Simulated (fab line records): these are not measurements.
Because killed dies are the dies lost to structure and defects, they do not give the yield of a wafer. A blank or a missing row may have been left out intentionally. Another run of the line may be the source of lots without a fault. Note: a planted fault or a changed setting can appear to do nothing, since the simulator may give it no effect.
Which tool was responsible? | flow sky130 | 6 lots with 18 wafers sampled at 2 steps, on a route of 708 steps

WHAT THE GAUGES SHOWED, per wafer
SKY_VT_ADJUST_HVTP_TW_MEAS_11.
lot  | measured    | on           | VT_ADJUST_HVTP_TW
L829 | day 6 10:26 | filmMetro-04 | 1356 1354 1354
L831 | day 7 02:26 | filmMetro-02 | 1361 1365 1364
L833 | day 7 12:39 | filmMetro-01 | 1365 1367 1367
L835 | day 7 23:58 | filmMetro-02 | 1366 1374 1376
L837 | day 8 09:14 | filmMetro-02 | 964 971 966
L839 | day 9 04:00 | filmMetro-04 | 955 954 951

EACH LOT AND THE TOOL THAT RAN IT (in order: tool; ch and the chambers of the sampled wafers; start)
lot  | SKY_VT_ADJUST_HVTP_IMPLANT_09
L829 | implanter-04 ch 0, day 6 10:13
L831 | implanter-02 ch 0, day 7 02:11
L833 | implanter-04 ch 0, day 7 12:26
L835 | implanter-02 ch 0, day 7 23:43
L837 | implanter-02 ch 0, day 8 09:01
L839 | implanter-03 ch 0, day 9 03:46
- SKY_VT_ADJUST_HVTP_IMPLANT_09

THE ANSWER, worked out from the rows above alone
Rule: usual is defined by the lots themselves. Put in order of their means at a reading, lots are off if they are a third of the lots or fewer, leave a main group of 4 or more, and stand apart from it by a gap of 3 or more times the standard deviation of the main group's means; of several such gaps the widest counts. A main group whose means are all the same, to the digits that the tables above print for the reading, isn't used. Also off: a lot with no number at a reading for which 4 or more lots have one. All remaining lots with rows at the step are treated as sound.
Off: L837, L839, seen at SKY_VT_ADJUST_HVTP_TW_MEAS_11 (VT_ADJUST_HVTP_TW). The main group has a mean of 1364 with a standard deviation of 6.3.
A tool fits if, at a process step before that reading, it ran every lot that is off, and no sound lot after the first of them. Those tools and the gauges at SKY_VT_ADJUST_HVTP_TW_MEAS_11 are tried in the same way. No candidate that was tried fits.

WHAT THE SIMULATOR HAD INSERTED
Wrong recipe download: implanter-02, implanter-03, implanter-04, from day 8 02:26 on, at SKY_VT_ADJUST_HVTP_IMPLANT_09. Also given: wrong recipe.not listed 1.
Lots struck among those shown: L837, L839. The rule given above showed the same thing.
